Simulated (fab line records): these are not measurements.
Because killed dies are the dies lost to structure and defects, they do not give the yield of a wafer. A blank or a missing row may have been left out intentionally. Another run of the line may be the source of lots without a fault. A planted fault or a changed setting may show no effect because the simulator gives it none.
Which of the tools did it? | flow sky130 | 41 wafers from 14 lots sampled at 5 of the route's 708 steps

## WHAT THE GAUGES READ, wafer by wafer
SKY_SD_N_RS_MEAS_16: measures by four-point-probe. Usual: SD_N_RS typically reads 68.57 ohm/sq, with standard deviation 0.12.
lot  | measured     | on            | SD_N_RS (ohm/sq)  | flag
L908 | day 28 01:22 | film_metro-04 | 68.30 68.53 68.34 |
L910 | day 28 18:07 | film_metro-04 | 68.65 68.85 68.62 |
L912 | day 29 07:52 | film_metro-03 | 68.51 68.58 68.71 |
L913 | day 29 17:07 | film_metro-03 | 68.55 68.51 68.62 |
L914 | day 30 08:10 | film_metro-02 | 68.69 68.82 68.61 |
L916 | day 31 02:37 | film_metro-03 | 68.65 68.46 68.52 |
L917 | day 31 09:03 | film_metro-04 | 68.56 68.59 68.44 |
L918 | day 31 19:09 | film_metro-02 | 68.26 68.41 68.39 |
L919 | day 32 00:44 | film_metro-03 | 68.41 68.54 68.39 |
L920 | day 32 10:34 | film_metro-02 | 68.68 68.53 68.84 |
L922 | day 33 00:05 | film_metro-02 | 68.60 68.61 68.65 |
L923 | day 33 12:34 | film_metro-04 | 68.38 68.58       |
L930 | day 35 17:37 | film_metro-02 | 68.51 68.67 68.88 |
L931 | day 36 04:10 | film_metro-04 | 68.56 68.38 68.60 |

SKY_LOCAL_INTERCONNECT_CD_MEAS_11 targets a cd of 170 nm. Usual: cd_nm at 169.9 nm, with a standard deviation of 1.3.
lot  | measured     | on        | cd_nm (nm)        | flag
L908 | day 30 12:40 | cd_sem-01 | 168.4 168.8 171.2 |
L910 | day 31 05:19 | cd_sem-01 | 171.7 173.0 171.8 |
L912 | day 31 18:29 | cd_sem-02 | 170.4 170.4 169.7 |
L913 | day 32 03:56 | cd_sem-01 | 168.6 168.8 167.3 |
L914 | day 32 18:20 | cd_sem-02 | 171.3 171.8 172.1 |
L916 | day 33 11:05 | cd_sem-01 | 170.2 169.2 170.8 |
L917 | day 33 18:25 | cd_sem-01 | 168.8 170.1 169.0 |
L918 | day 34 04:28 | cd_sem-01 | 170.4 170.7 170.4 |
L919 | day 34 09:28 | cd_sem-01 | 171.1 171.0 170.4 |
L920 | day 34 19:40 | cd_sem-01 | 169.1 170.1 168.7 |
L922 | day 35 08:08 | cd_sem-01 | 168.7 167.8 168.7 |
L923 | day 35 20:32 | cd_sem-01 | 171.4 171.4       |
L930 | day 38 01:37 | cd_sem-01 | 168.5 169.3 170.4 |
L931 | day 38 11:26 | cd_sem-02 | 169.5 169.1 170.0 |

SKY_CONTACT_THK_MEAS_03. Usual: CONTACT_HDPCVD_THK typically reads 566 nm, with standard deviation 6.3.
lot  | measured     | on            | CONTACT_HDPCVD_THK (nm) | flag
L908 | day 30 13:41 | film_metro-04 | 569 561 575             |
L910 | day 31 06:21 | film_metro-01 | 566 556 552             |
L912 | day 31 19:35 | film_metro-02 | 557 570 557             |
L913 | day 32 04:59 | film_metro-02 | 564 553 560             |
L914 | day 32 19:24 | film_metro-02 | 562 576 562             |
L916 | day 33 12:07 | film_metro-01 | 552 561 561             |
L917 | day 33 19:29 | film_metro-01 | 575 566 566             |
L918 | day 34 05:29 | film_metro-02 | 563 569 558             |
L919 | day 34 10:29 | film_metro-02 | 554 555 560             |
L920 | day 34 20:41 | film_metro-04 | 573 563 574             |
L922 | day 35 09:11 | film_metro-02 | 569 552 568             |
L923 | day 35 21:33 | film_metro-02 | 561 540                 |
L930 | day 38 02:44 | film_metro-02 | 561 564 567             |
L931 | day 38 12:26 | film_metro-04 | 562 571 566             |

SKY_CONTACT_CD_MEAS_14 targets a cd of 170 nm. Usual: cd_nm at 170.5 nm, with a standard deviation of 1.4.
lot  | measured     | on        | cd_nm (nm)        | flag
L908 | day 31 17:46 | cd_sem-02 | 172.8 172.2 172.2 |
L910 | day 32 10:52 | cd_sem-02 | 171.9 171.3 171.3 |
L912 | day 33 00:17 | cd_sem-02 | 171.7 170.0 171.2 |
L913 | day 33 09:17 | cd_sem-01 | 170.6 169.7 169.7 |
L914 | day 33 22:53 | cd_sem-01 | 170.8 171.1 170.8 |
L916 | day 34 15:56 | cd_sem-02 | 169.5 170.8 170.3 |
L917 | day 34 22:07 | cd_sem-02 | 170.5 170.9 171.7 |
L918 | day 35 08:55 | cd_sem-02 | 168.1 169.6 169.4 |
L919 | day 35 13:37 | cd_sem-01 | 172.2 170.6 171.4 |
L920 | day 35 23:22 | cd_sem-02 | 168.7 169.2 169.3 |
L922 | day 36 12:17 | cd_sem-01 | 170.9 171.4 169.5 |
L923 | day 37 01:17 | cd_sem-01 | 173.3 173.9       |
L930 | day 39 05:19 | cd_sem-01 | 170.7 169.8 171.1 |
L931 | day 39 14:01 | cd_sem-01 | 168.7 169.7 169.2 |

## EACH LOT AND THE TOOL THAT RAN IT (in order: tool; ch and the chambers of the sampled wafers; start)
lot  | SKY_CONTACT_HDPCVD_02
L908 | hdpcvd-02 ch 0,1,2, day 30 13:37
L910 | hdpcvd-02 ch 1,2, day 31 06:17
L912 | hdpcvd-02 ch 0,2, day 31 19:25
L913 | hdpcvd-02 ch 0,2, day 32 04:54
L914 | hdpcvd-01 ch 1,2, day 32 19:19
L916 | hdpcvd-01 ch 0,1,2, day 33 12:02
L917 | hdpcvd-01 ch 0,1, day 33 19:25
L918 | hdpcvd-01 ch 0,2, day 34 05:25
L919 | hdpcvd-01 ch 0,1,2, day 34 10:25
L920 | hdpcvd-02 ch 0,2, day 34 20:38
L922 | hdpcvd-01 ch 0,2, day 35 09:06
L923 | hdpcvd-01 ch 1,2, day 35 21:28
L930 | hdpcvd-01 ch 0,2, day 38 02:40
L931 | hdpcvd-02 ch 0,1,2, day 38 12:22
- SKY_CONTACT_HDPCVD_02: deposits SiO2, target thk 565 nm, time 94.2 s.

## AS READ BY THE TOOLS THEMSELVES (means over the sampled wafers that have a number; for cases with no such wafer, the mark the record gives instead)
SKY_CONTACT_HDPCVD_02. Usual: run_length_s at 122.1 s, with a standard deviation of 0.57.
lot  | tool      | run_length_s (s) | flag
L908 | hdpcvd-02 | 121.5            |
L910 | hdpcvd-02 | 122.2            |
L912 | hdpcvd-02 | 121.9            |
L913 | hdpcvd-02 | 121.6            |
L914 | hdpcvd-01 | 122.4            |
L916 | hdpcvd-01 | 122.6            |
L917 | hdpcvd-01 | 122.0            |
L918 | hdpcvd-01 | 122.4            |
L919 | hdpcvd-01 | 121.3            |
L920 | hdpcvd-02 | 122.1            |
L922 | hdpcvd-01 | 121.5            |
L923 | hdpcvd-01 | 120.8            |
L930 | hdpcvd-01 | 122.5            |
L931 | hdpcvd-02 | 122.1            |

## THE ANSWER, worked out from the rows above alone
Rule: take the mean of a lot's wafers that have a number; if it is more than 3 standard deviations from the usual mean, the lot is off. Also off: a lot with no number at a reading for which 4 or more lots have one. Any other lot the step has rows for is counted as sound. The gauges are gone through in route order, then the tools' own readings, and for those a lot's mean is taken as printed above. At the first step where some lot is off, the reading lying furthest off is the one used; lots without a number count as furthest.
No lot is off on any of the readings shown, so nothing can be concluded from this.

## WHAT HAD BEEN PUT IN BY THE SIMULATOR
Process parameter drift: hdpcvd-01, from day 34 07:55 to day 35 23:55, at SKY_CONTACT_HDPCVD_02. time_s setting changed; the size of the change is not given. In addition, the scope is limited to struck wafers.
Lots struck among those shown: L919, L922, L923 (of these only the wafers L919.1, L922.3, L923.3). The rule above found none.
